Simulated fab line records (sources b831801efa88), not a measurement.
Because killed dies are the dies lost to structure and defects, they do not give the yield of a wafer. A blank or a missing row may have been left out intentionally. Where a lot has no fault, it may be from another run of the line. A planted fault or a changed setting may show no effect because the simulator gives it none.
Chamber matching || flow gf180mcu || 4 sister chambers for GF_V4_CMP_04 on cmp-02
The step polishes SiO2. 4 wafers are shown with their chamber, then 12 later ones without.

WAFERS PAIRED WITH THEIR CHAMBERS
{"wafer": "L089.2", "chamber": 0, "motor_current_A (A)": 13.2}
{"wafer": "L090.1", "chamber": 1, "motor_current_A (A)": 11.8}
{"wafer": "L090.5", "chamber": 2, "motor_current_A (A)": 10.2}
{"wafer": "L090.6", "chamber": 3, "motor_current_A (A)": 12.3}

WAFERS WITH NO CHAMBER GIVEN
{"wafer": "L091.1", "motor_current_A (A)": 12.1}
{"wafer": "L091.4", "motor_current_A (A)": 11.8}
{"wafer": "L091.6", "motor_current_A (A)": 10.7}
{"wafer": "L092.2", "motor_current_A (A)": 11.6}
{"wafer": "L092.5", "motor_current_A (A)": 13.2}
{"wafer": "L092.6", "motor_current_A (A)": 11.6}
{"wafer": "L093.1", "motor_current_A (A)": 13.6}
{"wafer": "L093.3", "motor_current_A (A)": 10.3}
{"wafer": "L093.4", "motor_current_A (A)": 11.7}
{"wafer": "L095.2", "motor_current_A (A)": 11.5}
{"wafer": "L095.3", "motor_current_A (A)": 12.6}
{"wafer": "L095.5", "motor_current_A (A)": 12.2}

WHICH CHAMBER EACH ONE RAN IN
{"wafer": "L091.1", "from the rows above": "can't be placed: 3 or 1", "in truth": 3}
{"wafer": "L091.4", "from the rows above": 1, "in truth": 1}
{"wafer": "L091.6", "from the rows above": 2, "in truth": 2}
{"wafer": "L092.2", "from the rows above": 1, "in truth": 1}
{"wafer": "L092.5", "from the rows above": 0, "in truth": 0}
{"wafer": "L092.6", "from the rows above": 1, "in truth": 1}
{"wafer": "L093.1", "from the rows above": 0, "in truth": 0}
{"wafer": "L093.3", "from the rows above": 2, "in truth": 2}
{"wafer": "L093.4", "from the rows above": 1, "in truth": 1}
{"wafer": "L095.2", "from the rows above": 1, "in truth": 1}
{"wafer": "L095.3", "from the rows above": "can't be placed: 3 or 0", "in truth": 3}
{"wafer": "L095.5", "from the rows above": "can't be placed: 3 or 1", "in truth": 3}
9 of 12 placed correctly. These rows do not allow placing 3 (true chamber among the candidates in 3). Placed wrongly: 0.
How it was worked out, from the rows above alone: a wafer's distance from a chamber is the root of the sum, over the readings, of the square of ((its reading less the chamber's mean) divided by the reading's scatter). If the next closest chamber is less than 2 further off than the closest, the wafer can't be placed; otherwise it belongs to the closest. Each chamber's mean is taken over the wafers shown for it. The scatter (one wafer shown for each chamber): square how far every hidden wafer sits from the nearest shown wafer, average those squares and take the square root.
